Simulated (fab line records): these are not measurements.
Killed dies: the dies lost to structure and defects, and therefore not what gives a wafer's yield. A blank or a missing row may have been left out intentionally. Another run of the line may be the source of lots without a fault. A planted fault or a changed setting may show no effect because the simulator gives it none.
Struck lot and sound lot, side by side / flow sky130 / 17 steps out of a route of 708
Sound: these wafers, L553.1, L553.2, L553.6. The struck wafers were L568.1, L568.3, L568.6. At the end, the cause is stated.
For every step that has rows: the tool of each side, followed by ch and its chambers, followed by its first start. Under that, the readings that differ: sound wafers / struck wafers / difference of the means / sigmas: that difference in standard deviations of wafers without a fault.
alike: same words and numbers on both sides, and readings whose means sit less than 2 such deviations apart. not compared: any withheld reading, any reading some wafer has no value for, any bound like >300 that may hide the same value, and any number with overlapping values for which the record gives no deviation.
Wherever a step has rows on one side only, a row that says differs or no value, or a row with sigmas, the two part there. Numbers that have no deviation but don't overlap get no sigmas and don't part them. Lack of a reading on every wafer of one side parts them only where that side has two or more wafers.

first, 5 steps without rows for these wafers: SKY_SD_N_COAT_02 (resist thk 1140 nm); SKY_SD_N_SOFTBAKE_03 (time 60 s); SKY_SD_N_EXPOSE_04 (exposes mask NSDM, target cd 380 nm); SKY_SD_N_PEB_05; SKY_SD_N_DEVELOP_06 (develop time 60 s).
SKY_SD_N_CD_MEAS_07 targets a cd of 380 nm.
  sound: cd_sem-01 at day 29 02:44; struck: cd_sem-01 at day 33 06:52
  alike: cd_nm
SKY_SD_N_OVL_MEAS_08:
  sound: overlay-01 at day 29 02:52; struck: overlay-01 at day 33 06:59
  alike: SD_N_OVL
then, 2 steps without rows for these wafers: SKY_SD_N_IMPLANT_09; SKY_SD_N_IMPLANT_10.
SKY_SD_N_STRIP_11: strips in O2/N2.
  sound on plasma_asher-04 ch 0,1, day 29 03:12; struck on plasma_asher-02 ch 0,1, day 33 07:19
  alike: drypump_motor_current_A, oes_product_au, strip_time_to_endpoint_s
  not compared: rf_hours_counter_h
SKY_SD_N_TW_MEAS_12:
  sound: film_metro-01 at day 29 03:18; struck: film_metro-01 at day 33 07:25
  alike: SD_N_TW
then, 1 step without rows for these wafers: SKY_SD_N_CLEAN_13 (cleans in SC1/SC2, time 150 s).
SKY_SD_N_RTA_14: time 2 s.
  sound on rtp_anneal-01 ch 0, day 29 03:25; struck on rtp_anneal-01 ch 0, day 33 07:33
reading=wafer_temp_C_max; sound=1077.1 1077.8 1080.7; struck=1087.0 1085.8 1089.2; difference=+8.8; sigmas=+7
  alike: lamp_power_pct, ramp_down_c_per_s
SKY_SD_N_RS_MEAS_16: measures by four-point-probe.
  sound: film_metro-02 at day 29 03:35; struck: film_metro-03 at day 33 08:05
reading=SD_N_RS (ohm/sq); sound=68.46 68.47 68.56; struck=66.94 66.98 67.04; difference=-1.51; sigmas=-19
  not compared: hold
SKY_SD_N_RS_MEAS_17: measures by four-point-probe.
  sound: film_metro-02 at day 29 03:43; struck: film_metro-03 at day 33 10:16
reading=SD_P_RS (ohm/sq); sound=146.9 147.2 147.1; struck=139.2 139.4 139.3; difference=-7.8; sigmas=-22
  not compared: hold
SKY_SD_N_RS_MEAS_18: measures by four-point-probe.
  sound: film_metro-02 at day 29 03:50; struck: film_metro-03 at day 33 14:10
reading=hold; sound=- - -; struck=await_dispo/3.8h/release await_dispo/3.8h/release await_dispo/3.8h/release; difference=no value on the sound wafers; sigmas=
reading=RES_XHIGH_RS (ohm/sq); sound=334.5 334.6 334.3; struck=331.7 332.4 332.1; difference=-2.4; sigmas=-2
-- a jump in the record: the struck wafers' starts before and after are 16 days apart (it breaks off in module SD_N and resumes in module PAD_OPEN, where the first step shown is number 708 of the route) --
SKY_PAD_OPEN_PROBE_99:
  sound: prober-01 at day 46 19:08; struck: prober-01 at day 49 16:35
reading=model.etest.res_xhigh_po.rs_ohm_sq; sound=1918 2049 1959; struck=1897 1851 1856; difference=-107; sigmas=
reading=model.etest.pfet_01v8.r_on_ohm_um; sound=2872 2863 2896; struck=2771 2793 2833; difference=-78; sigmas=
reading=model.etest.res_pdiff.line_ohm_um; sound=1373 1385 1355; struck=1277 1284 1312; difference=-80; sigmas=
reading=model.etest.licon_high_po.rc_ohm; sound=339.2 341.3 340.8; struck=320.3 315.8 318.5; difference=-22.2; sigmas=
reading=model.etest.res_ndiff.line_ohm_um; sound=763.2 780 768.9; struck=735.1 745.9 742.2; difference=-29.6; sigmas=
reading=model.etest.res_high_po.rs_ohm_sq; sound=252.4 262.9 255.4; struck=251.8 247.9 248.8; difference=-7.4; sigmas=
  alike: killed_at_M0_to_M3, killed_at_M4_up, killed_at_contacts, killed_at_front_end, killed_at_other, killed_dies, killed_open, killed_short
  not compared: model.etest.res_xhigh_po.line_ohm_um, model.etest.res_high_po.line_ohm_um

== WHERE THEY PART ==
Last at SKY_SD_N_RS_MEAS_18 as far as this record goes, first at SKY_SD_N_RTA_14. Later steps at which nothing parts them and some readings are alike: SKY_PAD_OPEN_PROBE_99.

WHY: what the simulator had put in
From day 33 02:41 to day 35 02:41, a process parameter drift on rtp_anneal-01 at SKY_SD_N_RTA_14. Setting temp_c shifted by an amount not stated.
